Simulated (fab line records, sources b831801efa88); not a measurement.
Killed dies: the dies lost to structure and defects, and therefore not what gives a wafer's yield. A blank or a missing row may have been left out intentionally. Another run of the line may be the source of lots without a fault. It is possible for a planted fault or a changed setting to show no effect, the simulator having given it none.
Split-lot study	flow sky130	23 wafers read across 5 lots, on a route 708 steps long

== ON THE SPLIT ==
At SKY_NWELL_STRIP_14 (strips in O2/N2), the setting pressure mtorr was moved away from the recipe's 1500 mTorr on 20 of the 23 wafers read, by -10.5% to +14.0%. For the rest of the wafers, this setting stayed at what the recipe calls for.

The split's own step is where the reading is taken.

== THE READING ==
oes product au, in a.u., at SKY_NWELL_STRIP_14 (strips in O2/N2). Fault-free wafers of this fab line usually give 0.724 a.u., standard deviation 0.0049 a.u.

wafer	tool, chamber at the split	pressure mtorr as run, mTorr	against the recipe	oes product au, a.u.	against lot-mates on the recipe
L074.1	plasma asher-03, 1	1422	-5.2%	0.721	no lot-mate on the recipe
L074.2	plasma asher-03, 0	1422	-5.2%	0.715	no lot-mate on the recipe
L074.3	plasma asher-03, 1	1422	-5.2%	0.719	no lot-mate on the recipe
L074.4	plasma asher-03, 0	1422	-5.2%	0.712	no lot-mate on the recipe
L074.6	plasma asher-03, 0	1422	-5.2%	0.718	no lot-mate on the recipe
L076.2	plasma asher-03, 1	1710	+14.0%	0.740	no lot-mate on the recipe
L076.3	plasma asher-03, 1	1710	+14.0%	0.732	no lot-mate on the recipe
L076.4	plasma asher-03, 0	1710	+14.0%	0.733	no lot-mate on the recipe
L076.5	plasma asher-03, 0	1710	+14.0%	0.738	no lot-mate on the recipe
L076.6	plasma asher-03, 1	1710	+14.0%	0.743	no lot-mate on the recipe
L078.1	plasma asher-03, 1	1427	-4.9%	0.713	no lot-mate on the recipe
L078.2	plasma asher-03, 0	1427	-4.9%	0.718	no lot-mate on the recipe
L078.3	plasma asher-03, 0	1427	-4.9%	0.716	no lot-mate on the recipe
L078.4	plasma asher-03, 1	1427	-4.9%	0.718	no lot-mate on the recipe
L078.6	plasma asher-03, 1	1427	-4.9%	0.716	no lot-mate on the recipe
L080.2	plasma asher-04, 0	1500	recipe	0.723	-
L080.4	plasma asher-04, 1	1500	recipe	0.731	-
L080.6	plasma asher-04, 1	1500	recipe	0.725	-
L084.1	plasma asher-04, 0	1342	-10.5%	0.692	no lot-mate on the recipe
L084.2	plasma asher-04, 1	1342	-10.5%	0.706	no lot-mate on the recipe
L084.3	plasma asher-04, 1	1342	-10.5%	0.710	no lot-mate on the recipe
L084.4	plasma asher-04, 0	1342	-10.5%	0.714	no lot-mate on the recipe
L084.6	plasma asher-04, 0	1342	-10.5%	0.708	no lot-mate on the recipe

FIT RESULTS
A straight line over all 23 wafers: oes product au changes by +0.00121 a.u. for each +1% of pressure mtorr; r = +0.90; the points scatter about the line by 0.0053 a.u.
Too few moved wafers have a lot-mate on the recipe to fit a line with each lot's own level taken away.
Tool readings at the split's step, against how far the setting was moved: oes product au r = +0.90; strip time to endpoint s r = -0.99.

== THE WHOLE CHAIN: every reading that the file lists as answering this split, in the file's order ==
step	what it does	reading	change (the file's fit)	r (the file's)
SKY_NWELL_STRIP_14	strips in O2/N2	oes product au	+0.00121 a.u. for each +1% of the setting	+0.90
SKY_NWELL_STRIP_14	strips in O2/N2	strip time to endpoint s	withheld for each +1% of the setting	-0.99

== FILE'S OWN FIT ==
oes product au changes by +0.00121 a.u. for each +1% of pressure mtorr, r = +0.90.
